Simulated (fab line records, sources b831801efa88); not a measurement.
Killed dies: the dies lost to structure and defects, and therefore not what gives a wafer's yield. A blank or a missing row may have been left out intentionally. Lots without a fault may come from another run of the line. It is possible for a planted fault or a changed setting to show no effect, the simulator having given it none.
A lot that was struck, set against a sound lot ; flow sky130 ; 16 out of 708 route steps
Sound: these wafers, L955.1, L955.3, L955.5. Wafers L953.2, L953.5, L953.6 were the ones struck. The cause is given at the end.
Per side, at each step with rows, come the tool, then ch with its chambers, and then its first start. Under that, the readings that differ: sound wafers ; struck wafers ; difference of the means ; sigmas: that difference in standard deviations of wafers without a fault.
alike: readings with means less than 2 such deviations apart, plus words and numbers identical on both sides. not compared: withheld readings, readings lacking a value on some wafer, bounds such as >300 that could conceal the same value, and numbers that have no deviation in the record and whose values overlap.
The two part at a step that has a row with sigmas, a row that says differs or no value, or rows on one side only. Non-overlapping numbers with no deviation appear without sigmas and do not part them. Lack of a reading on every wafer of one side parts them only where that side has two or more wafers.

first, 8 steps without rows for these wafers: SKY_METAL1_DEHYDRATE_07 (time 60 s); SKY_METAL1_HMDS_08 (prime time 60 s); SKY_METAL1_COAT_09 (resist thk 60 nm); SKY_METAL1_COAT_10 (resist thk 450 nm); SKY_METAL1_SOFTBAKE_11 (time 90 s); SKY_METAL1_EXPOSE_12 (exposes mask MM1, target cd 140 nm); SKY_METAL1_PEB_13; SKY_METAL1_DEVELOP_14 (develop time 60 s).
SKY_METAL1_CD_MEAS_15: the cd target is 140 nm.
  sound: cd sem-01 at day 39 07:14; struck: cd sem-01 at day 38 20:55
reading;sound;struck;difference;sigmas
cd nm (nm);142.4 141.2 140.0;138.0 137.2 138.4;-3.3;-2
SKY_METAL1_OVL_MEAS_16:
  sound: overlay-01 at day 39 07:21; struck: overlay-01 at day 38 21:01
  alike: METAL1_OVL
SKY_METAL1_DESCUM_17: chemistry O2, time 8 s.
  sound on rie metal-02 ch 0,1, day 39 07:23; struck on rie metal-04 ch 0,1, day 38 21:02
  alike: drypump motor current A, oes product au
  not compared: rf hours counter h
SKY_METAL1_ETCH_18: etches BARC in N2/H2, stops on SiO2, time 45.9 s, target depth 60 nm.
  sound on rie metal-02 ch 0,1, day 39 07:25; struck on rie metal-04 ch 0,1, day 38 21:05
  alike: drypump motor current A, oes product au, throttle valve pct
  not compared: rf hours counter h
SKY_METAL1_METAL_ETCH_19: etches the open film in Cl2/BCl3, stops on SiO2, target depth 360 nm, time 78 s.
  sound on rie metal-02 ch 0,1, day 39 07:29; struck on rie metal-04 ch 0,1, day 38 21:08
reading;sound;struck;difference;sigmas
oes product au (a.u.);0.851 0.853 0.853;0.781 0.785 0.796;-0.065;-10
over etch frac;0.3 0.3 0.3;0.50711 0.50711 0.50711;+0.20711;
model.KrF-thick_of_METAL1_COAT_10.thk nm (nm);166.2 156.2 165.4;128.2 119.5 129;-37.0;
model.METAL1.cd nm (nm);144.1 140.7 139.6;132.2 132.3 131.4;-9.5;
  alike: drypump motor current A, throttle valve pct
  not compared: rf hours counter h
SKY_METAL1_STRIP_20: strips in O2/N2.
  sound on plasma asher-01 ch 0,1, day 39 07:34; struck on plasma asher-04 ch 0,1, day 38 21:14
reading;sound;struck;difference;sigmas
oes product au (a.u.);0.346 0.341 0.344;0.321 0.316 0.319;-0.025;-5
strip time to endpoint s (s);2.77 2.67 2.75;2.37 2.25 2.37;-0.40;-8
  alike: drypump motor current A
  not compared: rf hours counter h
then, 1 step without rows for these wafers: SKY_METAL1_STRIP_21 (strips in post etch residue remover, time 1200 s).
-- the record jumps here: 11 days lie between the struck wafers' starts before and after (it left off in module METAL1 and takes up again in module PAD_OPEN, whose first step shown is number 708 of the route) --
SKY_PAD_OPEN_PROBE_99:
  sound: prober-01 at day 50 12:17; struck: prober-01 at day 50 07:34
reading;sound;struck;difference;sigmas
killed at other;1 2 1;0 0 0;-1;-2
model.etest.met1.width nm (nm);142.4 140.1 137.7;132.2 133.3 133.8;-7.0;
model.etest.met1.line ohm um;0.9176 0.9225 0.9426;0.9711 0.9717 0.9469;+0.0357;
  alike: defect limited yield, killed_at_M0_to_M3, killed_at_M4_up, killed at contacts, killed at front end, killed dies, killed open, killed short, sort_bin_3_pad_short, sort_bin_5_function, sort_bin_6_memory, sort n pass, sort yield pct

== WHERE THEY PART ==
Earliest at SKY_METAL1_CD_MEAS_15; latest, in this record, at SKY_PAD_OPEN_PROBE_99.

WHY: what the simulator had put in
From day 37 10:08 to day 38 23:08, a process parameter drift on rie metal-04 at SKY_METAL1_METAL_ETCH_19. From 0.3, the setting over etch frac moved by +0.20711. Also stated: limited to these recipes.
